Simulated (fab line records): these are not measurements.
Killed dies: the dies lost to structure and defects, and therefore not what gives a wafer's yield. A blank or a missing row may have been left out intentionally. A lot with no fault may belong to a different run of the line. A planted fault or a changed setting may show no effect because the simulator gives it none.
A struck lot beside a sound one	flow sky130	17 out of 708 route steps
Sound: the wafers L332.2, L332.5, L332.6. The struck wafers were L338.1, L338.2, L338.6. The cause is given at the end.
Order at every step that has rows: each side's tool, ch and its chambers, its first start. Under that, the readings that differ: sound wafers	struck wafers	difference of the means	sigmas: that difference in standard deviations of wafers without a fault.
alike: same words and numbers on both sides, and readings whose means sit less than 2 such deviations apart. not compared: any withheld reading, any reading some wafer has no value for, any bound like >300 that may hide the same value, and any number with overlapping values for which the record gives no deviation.
A row with sigmas, a row that says differs or no value, or rows on one side alone: a step with any of these is where the two part. Numbers that have no deviation but don't overlap get no sigmas and don't part them. A reading missing from all wafers of one side parts the sides only when that side holds two or more wafers.

SKY_VT_ADJUST_HVTP_OVL_MEAS_08:
  sound on overlay-01, day 7 14:55; struck on overlay-02, day 9 03:27
  alike: VT_ADJUST_HVTP_OVL
after that, 1 step had no rows for these wafers: SKY_VT_ADJUST_HVTP_IMPLANT_09.
SKY_VT_ADJUST_HVTP_STRIP_10: strips in O2/N2.
  sound on plasma asher-01 ch 0,1, day 7 15:05; struck on plasma asher-04 ch 0,1, day 9 03:38
  alike: drypump motor current A, oes product au, strip time to endpoint s
  not compared: rf hours counter h
SKY_VT_ADJUST_HVTP_TW_MEAS_11:
  sound on film metro-03, day 7 15:12; struck on film metro-04, day 9 03:44
  alike: VT_ADJUST_HVTP_TW
then, 7 steps without rows for these wafers: SKY_VT_ADJUST_LVTN_DEHYDRATE_00 (time 60 s); SKY_VT_ADJUST_LVTN_HMDS_01 (prime time 60 s); SKY_VT_ADJUST_LVTN_COAT_02 (resist thk 3000 nm); SKY_VT_ADJUST_LVTN_SOFTBAKE_03; SKY_VT_ADJUST_LVTN_EXPOSE_04 (exposes mask NWM COMPLEMENT LESS NATIVE, target cd 840 nm); SKY_VT_ADJUST_LVTN_PEB_05; SKY_VT_ADJUST_LVTN_DEVELOP_06 (develop time 60 s).
SKY_VT_ADJUST_LVTN_OVL_MEAS_07:
  sound on overlay-02, day 8 11:47; struck on overlay-02, day 10 01:23
  alike: VT_ADJUST_LVTN_OVL
SKY_VT_ADJUST_LVTN_IMPLANT_08:
  sound on implanter-01 ch 0, day 8 11:50; struck on implanter-01 ch 0, day 10 01:25
reading	sound	struck	difference	sigmas
dose ions cm2	1.5685e+12 1.5707e+12 1.568e+12	1.834e+12 1.8336e+12 1.8347e+12	+2.650e+11	+99 or more
faraday current uA	8.80 8.87 8.99	10.49 10.46 10.38	+1.56	+9
  alike: beam on s, end station pressure torr
SKY_VT_ADJUST_LVTN_STRIP_09: strips in O2/N2.
  sound on plasma asher-03 ch 0,1, day 8 11:58; struck on plasma asher-01 ch 0,1, day 10 01:34
  alike: drypump motor current A, oes product au, strip time to endpoint s
  not compared: rf hours counter h
SKY_VT_ADJUST_LVTN_TW_MEAS_10:
  sound on film metro-01, day 8 12:05; struck on film metro-02, day 10 01:40
reading	sound	struck	difference	sigmas
VT_ADJUST_LVTN_TW	246.2 243.9 245.5	256.0 255.8 255.7	+10.6	+4
then, 1 step without rows for these wafers: SKY_VT_ADJUST_LVTN_DEHYDRATE_11 (time 60 s).
-- record jumps: 38 days separate the struck wafers' starts on either side; left off in module VT_ADJUST_LVTN, taken up again in module PAD_OPEN, whose first shown step is the route's number 708 --
SKY_PAD_OPEN_PROBE_99:
  sound on prober-01, day 47 05:48; struck on prober-01, day 48 13:15
reading	sound	struck	difference	sigmas
model.etest.nfet_01v8_lvt.body rise v (V)	0.1519 0.1537 0.1525	0.1581 0.1579 0.1565	+0.0048	
  alike: killed_at_M0_to_M3, killed_at_M4_up, killed at contacts, killed at front end, killed at other, killed dies, killed on rim, killed open, killed short

## WHERE THEY PART
Last at SKY_VT_ADJUST_LVTN_TW_MEAS_10 as far as this record goes, first at SKY_VT_ADJUST_LVTN_IMPLANT_08. Later steps at which nothing parts them and some readings are alike: SKY_PAD_OPEN_PROBE_99.

WHY: the cause the simulator had injected
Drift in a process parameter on implanter-01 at SKY_VT_ADJUST_LVTN_IMPLANT_08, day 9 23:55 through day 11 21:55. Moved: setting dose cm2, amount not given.
